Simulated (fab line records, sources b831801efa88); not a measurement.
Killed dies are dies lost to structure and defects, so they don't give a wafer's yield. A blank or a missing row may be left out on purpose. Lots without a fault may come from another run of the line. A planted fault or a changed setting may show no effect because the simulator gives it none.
A struck lot beside a sound one | flow sky130 | 18 steps out of a route of 708
Sound: wafers L439.3, L439.4, L439.6. Struck: wafers L448.2, L448.4, L448.6. The cause comes at the end.
At each step with rows: each side's tool, then ch and its chambers, then its first start. Under that, the readings that differ: sound wafers | struck wafers | difference of the means | sigmas: that difference in standard deviations of wafers without a fault.
alike: readings whose means differ by less than 2 such deviations, and words and numbers that are the same on both sides. not compared: withheld readings, readings that some wafer has no value for, bounds like >300 that may hide the same value, and numbers for which the record gives no deviation and whose values overlap.
The two part at a step that has a row with sigmas, a row that says differs or no value, or rows on one side only. Numbers that don't overlap but have no deviation are shown without sigmas and don't part them. A reading that every wafer of one side lacks parts them only if that side has two wafers or more.

first, 1 step without rows for these wafers: SKY_SONOS_ONO_OXIDATION_00 (stabilise 600 s, purge 300 s, target thk 2.6 nm).
SKY_SONOS_ONO_THK_MEAS_01:
  sound on film_metro-03, day 13 17:14; struck on film_metro-04, day 17 06:06
  alike: SONOS_ONO_OXIDATION_THK
then, 1 step without rows for these wafers: SKY_SONOS_ONO_CVD_02 (deposits Si3N4 from DCS/NH3, target thk 10.5 nm, time 180 s).
SKY_SONOS_ONO_THK_MEAS_03:
  sound on film_metro-04, day 13 18:21; struck on film_metro-03, day 17 07:13
  alike: SONOS_ONO_CVD_02_THK
then, 1 step without rows for these wafers: SKY_SONOS_ONO_CVD_04 (deposits SiO2 from SiH4/N2O, target thk 5.7199 nm).
SKY_SONOS_ONO_THK_MEAS_05:
  sound on film_metro-01, day 13 19:40; struck on film_metro-01, day 17 08:31
  reading                   | sound          | struck         | difference | sigmas
  SONOS_ONO_CVD_04_THK (nm) | 5.84 5.80 5.78 | 5.59 5.58 5.54 | -0.24      | -2
then, 6 steps without rows for these wafers: SKY_SONOS_ONO_DEHYDRATE_06 (time 60 s); SKY_SONOS_ONO_HMDS_07 (prime time 60 s); SKY_SONOS_ONO_COAT_08 (resist thk 1140 nm); SKY_SONOS_ONO_SOFTBAKE_09 (time 60 s); SKY_SONOS_ONO_EXPOSE_10 (exposes mask ONOM, target cd 410 nm); SKY_SONOS_ONO_PEB_11.
SKY_SONOS_ONO_DEVELOP_12: develop time 60 s.
  sound on litho_track-03 ch 0, day 14 22:19; struck on litho_track-03 ch 0, day 18 13:51
SKY_SONOS_ONO_CD_MEAS_13: target cd 410 nm.
  sound on cd_sem-02, day 14 22:28; struck on cd_sem-02, day 18 13:59
  reading    | sound             | struck            | difference | sigmas
  cd_nm (nm) | 411.3 411.2 413.1 | 419.2 417.9 416.5 | +6.0       | +2
SKY_SONOS_ONO_OVL_MEAS_14:
  sound on overlay-01, day 14 22:34; struck on overlay-02, day 18 14:06
  reading            | sound          | struck      | difference | sigmas
  SONOS_ONO_OVL (nm) | -1.5 -3.4 -0.2 | 0.9 0.6 0.6 | +2.4       | +2
SKY_SONOS_ONO_ETCH_15: etches the open film in CHF3/O2, target depth 19.52 nm, time 7.8 s.
  sound on rie_diel-01 ch 1,3, day 14 22:35; struck on rie_diel-04 ch 0,1,3, day 18 14:08
  reading                    | sound             | struck            | difference | sigmas
  model.SONOS_ONO.cd_nm (nm) | 411.6 411.2 412.9 | 419.1 418.2 416.7 | +6.1       |
  alike: O2_flow_sccm, bias_w, drypump_motor_current_A, oes_product_au, throttle_valve_pct
  not compared: rf_hours_counter_h
then, 2 steps without rows for these wafers: SKY_SONOS_ONO_WET_ETCH_16 (etches SiO2 in dHF, target depth 14 nm, time 280 s); SKY_PAD_OPEN_PROBE_99.

WHERE THEY PART
First at SKY_SONOS_ONO_THK_MEAS_05; last, within this record, at SKY_SONOS_ONO_OVL_MEAS_14. Later steps at which nothing parts them and some readings are alike: SKY_SONOS_ONO_ETCH_15.

WHY: what the simulator had put in
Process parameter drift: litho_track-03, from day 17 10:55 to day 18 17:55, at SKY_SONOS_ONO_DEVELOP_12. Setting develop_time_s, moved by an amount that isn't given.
